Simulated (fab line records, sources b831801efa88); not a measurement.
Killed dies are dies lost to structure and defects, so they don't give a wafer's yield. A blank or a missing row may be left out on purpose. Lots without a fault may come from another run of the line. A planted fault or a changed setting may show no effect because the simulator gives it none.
A struck lot beside a sound one | flow gf180mcu | 21 steps out of a route of 602
Sound: wafers L790.1, L790.3, L790.6. Struck: wafers L797.1, L797.5, L797.6. The cause comes at the end.
At each step with rows: each side's tool, then ch and its chambers, then its first start. Under that, the readings that differ: sound wafers | struck wafers | difference of the means | sigmas: that difference in standard deviations of wafers without a fault.
alike: readings whose means differ by less than 2 such deviations, and words and numbers that are the same on both sides. not compared: withheld readings, readings that some wafer has no value for, bounds like >300 that may hide the same value, and numbers for which the record gives no deviation and whose values overlap.
The two part at a step that has a row with sigmas, a row that says differs or no value, or rows on one side only. Numbers that don't overlap but have no deviation are shown without sigmas and don't part them. A reading that every wafer of one side lacks parts them only if that side has two wafers or more.

first, 2 steps without rows for these wafers: GF_M5_CLEAN_13 (cleans in DIW); GF_V5_CVD_00 (deposits SiO2, target thk 300 nm, time 50 s).
GF_V5_THK_MEAS_01:
  sound on film_metro-04, day 27 10:03; struck on film_metro-04, day 29 20:39
  alike: V5_CVD_00_THK
GF_V5_CVD_02: deposits SiO2 from TEOS, target thk 1450 nm, time 163.28 s.
  sound on pecvd-02 ch 0,1,2, day 27 10:07; struck on pecvd-03 ch 0,1,2, day 29 20:43
  alike: heater_power_w
GF_V5_THK_MEAS_03:
  sound on film_metro-04, day 27 10:13; struck on film_metro-03, day 29 20:49
  alike: V5_CVD_02_THK
GF_V5_CMP_04: polishes SiO2.
  sound on cmp-02 ch 0,1, day 27 10:16; struck on cmp-01 ch 0,1, day 29 20:56
  alike: head_pressure_psi, motor_current_A, platen_rpm, slurry_filter_dp_kPa
GF_V5_BOW_MEAS_05:
  sound on film_metro-04, day 27 10:34; struck on film_metro-04, day 29 21:11
  alike: V5_BOW
then, 5 steps without rows for these wafers: GF_V5_DEHYDRATE_06 (time 60 s); GF_V5_HMDS_07 (prime time 60 s); GF_V5_COAT_08; GF_V5_COAT_09 (resist thk 1000 nm); GF_V5_SOFTBAKE_10 (time 60 s).
GF_V5_EXPOSE_11: exposes mask Via5, target cd 260 nm.
  sound on krf_scanner-02 ch 0, day 27 21:06; struck on krf_scanner-01 ch 0, day 30 06:22
  reading              | sound             | struck            | difference | sigmas
  exposure_dose_mJ_cm2 | 37.90 37.99 37.94 | 38.52 38.50 38.50 | +0.56      | +13
  alike: mask
then, 2 steps without rows for these wafers: GF_V5_PEB_12 (peb time 90 s); GF_V5_DEVELOP_13 (develop time 60 s).
GF_V5_CD_MEAS_14: target cd 260 nm.
  sound on cd_sem-02, day 28 05:56; struck on cd_sem-01, day 30 15:07
  reading    | sound             | struck            | difference | sigmas
  cd_nm (nm) | 261.2 260.8 260.6 | 263.9 263.8 264.5 | +3.2       | +3
GF_V5_OVL_MEAS_15:
  sound on overlay-01, day 28 06:04; struck on overlay-01, day 30 15:14
  alike: V5_OVL
GF_V5_ETCH_16: etches BARC in N2/H2.
  sound on rie_diel-01 ch 0,2, day 28 06:06; struck on rie_diel-02 ch 0,2, day 30 15:16
  reading             | sound             | struck            | difference | sigmas
  model.V5.cd_nm (nm) | 261.6 261.2 260.7 | 263.4 263.8 263.7 | +2.5       |
  alike: chamber_pressure_mTorr, drypump_motor_current_A, oes_product_au, throttle_valve_pct
GF_V5_ETCH_17: etches SiO2 in C4F8/O2/Ar, stops on TiN, target depth 855 nm.
  sound on rie_diel-01 ch 0,2; struck on rie_diel-02 ch 0,2
  reading             | sound           | struck            | difference | sigmas
  model.V5.cd_nm (nm) | 261.5 261 260.4 | 263.5 264.2 263.6 | +2.8       |
  alike: chamber_pressure_mTorr, oes_product_au
GF_V5_STRIP_18: strips in O2/N2.
  sound on plasma_asher-03 ch 0, day 28 06:15; struck on plasma_asher-04 ch 0,1, day 30 15:25
  reading                     | sound       | struck      | difference | sigmas
  drypump_motor_current_A (A) | 5.3 5.3 5.3 | 5.9 5.9 5.9 | +0.6       | +2
  alike: chamber_pressure_mTorr, heater_power_w, oes_product_au
  not compared: rf_hours_counter_h
then, 1 step without rows for these wafers: GF_PASSIVATION_PROBE_99.

WHERE THEY PART
First at GF_V5_EXPOSE_11; last, within this record, at GF_V5_STRIP_18.

WHY: what the simulator had put in
Process parameter drift: krf_scanner-01, from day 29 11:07 on, at GF_V5_EXPOSE_11. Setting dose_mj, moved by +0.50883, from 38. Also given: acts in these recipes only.
